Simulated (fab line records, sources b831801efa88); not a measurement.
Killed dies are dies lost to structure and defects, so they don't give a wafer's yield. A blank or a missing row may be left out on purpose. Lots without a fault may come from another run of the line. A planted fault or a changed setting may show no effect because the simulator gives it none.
fab line records | flow gf180mcu
record lots=6 wafers=18 last_day=32
route steps=602 shown DUAL_GATE@154 POLY_GATE@157
lots that met no fault: from a run of the same line without faults
start_h: hours from the record's first day to the start of the lot's first wafer shown | wait_h: hours since the lot's step before | " the same as in the row above | L1.1+2: a row that stands for several wafers | - no value, or no start given | * or withheld: withheld | < > ~ a bound
route shown NAME@n: a module of which the file shows steps, and the number in the route of the first | usual: mean/standard deviation of fault-free wafers | same: alike in all rows | chamber/n: place in a boat | sites: the reading at each site | _std_site: their standard deviation | _edge_site: outer sites' mean less inner sites' | radius_mm: how far each site lies from the wafer's centre | mask NAME#n: copy n | behind: the tool/chamber that last shaped the wafer | hold: why the lot was held/for how many hours/how that ended | device: the transistor (n, p or np) that didn't switch | end of line: the same wafers' tests at the end of the route | a step without rows: its recipe alone | killed: dies lost to structure and defects at the first sort, not the wafer's yield | map: a wafer's dies, x killed, . not, _ none there
set.NAME: the setting as run; set.NAME@STEP: as run at that earlier step | model.NAME: the simulator's own value behind a step, which no gauge read
lots at some steps of the route; a table a step, a row a wafer
services: from which hour (start_h, from the record's first day; less than 0 if before it) a tool's chamber was out of use, for how many hours, and why
## steps
# step GF_DUAL_GATE_STRIP_13
# recipe chemistry=O2/N2 power_w=1400 pressure_mtorr=1500 platen_temp_c=250 o2_flow_sccm=3000 n2_flow_sccm=300 overash_fraction=0.5
# usual drypump_motor_current_A=5.6/0.4 heater_power_w=341/27 n2_flow_sccm=300.0/0.91 oes_product_au=0.716/0.0046 strip_time_to_endpoint_s=12.63/0.037
# columns lot.wafer tool chamber start_h wait_h drypump_motor_current_A heater_power_w n2_flow_sccm oes_product_au rf_hours_counter_h strip_time_to_endpoint_s
L477.1 plasma_asher-02 1 212.08 0.0 5.6 362 301.0 0.717 42 12.64
L477.4 " 0 " " 4.8 311 298.9 0.718 - 12.59
L477.6 " 1 " " 5.6 338 300.2 0.717 - 12.63
L479.2 plasma_asher-02 1 233.73 0.0 5.6 345 300.6 0.719 45 12.63
L479.3 " 1 " " 5.6 352 301.5 0.717 - 12.62
L479.5 " 0 " " 4.8 303 299.3 0.719 - 12.65
L480.1 plasma_asher-03 1 246.34 0.0 6.0 367 299.3 0.719 53 12.61
L480.5 " 1 " " 6.0 355 300.7 0.716 - 12.58
L480.6 " 0 " " 5.9 301 300.5 0.721 - 12.60
L485.1 plasma_asher-03 0 280.28 0.0 5.9 311 301.0 0.710 57 12.64
L485.4 " 0 " " 5.9 307 301.4 0.719 - 12.62
L485.5 " 0 " " 5.9 309 299.4 0.711 - 12.64
L487.3 plasma_asher-03 0 292.33 0.0 5.9 307 300.6 0.719 - 12.61
L487.5 " 1 " " 6.0 359 298.0 0.718 - 12.60
L487.6 " 0 " " 5.9 297 301.4 0.718 - 12.62
L486.1 plasma_asher-03 1 294.14 0.0 6.0 358 299.7 0.710 59 12.72
L486.3 " 1 " " 6.0 365 298.3 0.713 - 12.70
L486.5 " 1 " " 6.0 356 300.5 0.713 - 12.63
# step GF_DUAL_GATE_CLEAN_14
# recipe chemistry=SC1/SC2 mix=1:4:20 temp_c=70 time_s=150 dry=n2_spin
# step GF_DUAL_GATE_OXIDATION_15
# recipe temp_c=850 ambient=O2 stabilise_s=600 purge_s=300 target_thk_a=70.98 ox_time_s=1995
# step GF_POLY_GATE_CVD_00
# recipe material=poly-Si target_thk_nm=200 temp_c=620 time_s=1200 pressure_mtorr=200
# step GF_POLY_GATE_THK_MEAS_01
# recipe reads=poly-Si_of_POLY_GATE_CVD_00
# usual POLY_GATE_CVD_00_THK=200.5/2
# columns lot.wafer tool chamber start_h wait_h POLY_GATE_CVD_00_THK[nm]
L477.1 film_metro-01 - 217.94 0.0 200.6
L477.4 " - " " 198.4
L477.6 " - " " 199.7
L479.2 film_metro-02 - 237.30 0.0 202.2
L479.3 " - " " 203.5
L479.5 " - " " 200.6
L480.1 film_metro-04 - 250.63 0.0 200.9
L480.5 " - " " 201.9
L480.6 " - " " 201.5
L485.1 film_metro-01 - 285.42 0.0 199.8
L485.4 " - " " 198.8
L485.5 " - " " 197.5
L487.3 film_metro-04 - 297.98 0.0 201.9
L487.5 " - " " 200.1
L487.6 " - " " 201.1
L486.1 film_metro-01 - 299.81 0.0 202.7
L486.3 " - " " 203.9
L486.5 " - " " 202.3
# step GF_POLY_GATE_DEHYDRATE_02
# recipe temp_c=200 time_s=60
# step GF_POLY_GATE_HMDS_03
# recipe prime_time_s=60 prime_temp_c=120
# step GF_POLY_GATE_COAT_04
# recipe resist=BARC temp_c=withheld time_s=withheld spin_rpm=withheld resist_thk_nm=withheld
# step GF_POLY_GATE_COAT_05
# recipe resist=KrF spin_rpm=withheld resist_thk_nm=700
# step GF_POLY_GATE_SOFTBAKE_06
# recipe temp_c=130 time_s=60 resist=KrF
# step GF_POLY_GATE_EXPOSE_07
# recipe mask_id=Poly2 target_cd_nm=280 na=0.68 source_shape=conventional sigma_outer=0.6 dose_mj=28
# step GF_POLY_GATE_PEB_08
# recipe peb_temp_c=135 peb_time_s=90 resist=KrF
# step GF_POLY_GATE_DEVELOP_09
# recipe develop_time_s=60 resist=KrF dev_temp_c=21
# usual chill_plate_temp_C=22.99/0.11 develop_time_s=60/0 developer_temp_C=20.99/0.11
# columns lot.wafer tool chamber start_h wait_h chill_plate_temp_C develop_time_s developer_temp_C model.KrF_of_POLY_GATE_COAT_05.thk_nm
L477.1 litho_track-01 0 235.66 0.2 22.82 60 21.06 683.6
L477.4 " 0 " " 22.87 60 20.98 686.8
L477.6 " 0 " " 22.97 60 20.93 682.6
L479.2 litho_track-02 0 255.79 0.2 23.05 60 21.03 688.3
L479.3 " 0 " " 22.94 60 21.27 687.9
L479.5 " 0 " " 22.98 60 20.98 688.5
L480.1 litho_track-04 0 269.57 0.2 22.97 60 21.21 690.2
L480.5 " 0 " " 23.02 60 21.10 688
L480.6 " 0 " " 22.90 60 21.05 689.5
L485.1 litho_track-04 0 304.57 0.2 22.82 60 21.08 688.5
L485.4 " 0 " " 22.78 60 20.80 690.2
L485.5 " 0 " " 23.01 60 20.93 687.6
L487.3 litho_track-02 - 317.81 0.1 - - - 698
L487.5 " - " " - - - 698.5
L487.6 " - " " - - - 698.6
L486.1 litho_track-02 - 320.01 0.2 - - - 701.4
L486.3 " - " " - - - 700.1
L486.5 " - " " - - - 702.2
# step GF_POLY_GATE_CD_MEAS_10
# recipe target_cd_nm=280
# usual cd_nm=280.0/1.3
# columns lot.wafer tool chamber start_h wait_h cd_nm
L477.1 cd_sem-02 - 235.81 0.1 281.4
L477.4 " - " " 281.0
L477.6 " - " " 279.1
L479.2 cd_sem-02 - 255.93 0.1 278.9
L479.3 " - " " 278.5
L479.5 " - " " 279.3
L480.1 cd_sem-02 - 269.72 0.1 280.1
L480.5 " - " " 280.2
L480.6 " - " " 278.8
L485.1 cd_sem-01 - 304.72 0.1 279.5
L485.4 " - " " 278.8
L485.5 " - " " 278.9
L487.3 cd_sem-01 - 317.95 0.1 -
L487.5 " - " " -
L487.6 " - " " -
L486.1 cd_sem-02 - 320.16 0.1 -
L486.3 " - " " -
L486.5 " - " " -
## services
# columns tool chamber start_h hours kind
plasma_asher-02 - 189.53 2.8 pm
plasma_asher-03 - 212.49 2.8 pm
plasma_asher-02 - 269.56 23.2 pm
## key
first_sign step=GF_POLY_GATE_DEVELOP_09 reading=tool_record direction=missing
effect none on later readings
model_effect step=GF_POLY_GATE_DEVELOP_09 value=KrF_of_POLY_GATE_COAT_05.thk_nm without=684.9 struck=699.8
met_at GF_POLY_GATE_DEVELOP_09
struck_wafers L486.1,L486.3,L486.5,L487.3,L487.5,L487.6
later_rows_left_out L486.1,L486.3,L486.5,L487.3,L487.5,L487.6
sort_left_out L486.1,L486.3,L486.5,L487.3,L487.5,L487.6
tester_left_out L486,L487
onset_between 255.79 317.81
fault kind=skipped_step_whole tool=litho_track-02 chamber=- onset_h=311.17 steps=GF_POLY_GATE_DEVELOP_09 scope=struck_lots_only
# tester_left_out: of these lots the tester's yield and bins aren't shown, on N5 and GAA mostly nor the transistor test; their killed dies are dies lost to structure and defects alone, not to doping, threshold or leakage, so they don't give the yield
# sort_left_out: the simulated sort isn't trusted on such a fault, so these wafers' sort isn't shown, and their yield isn't known
# later_rows_left_out: the simulator's readings of these wafers behind a module that went badly wrong aren't trusted and aren't shown, but for the sort
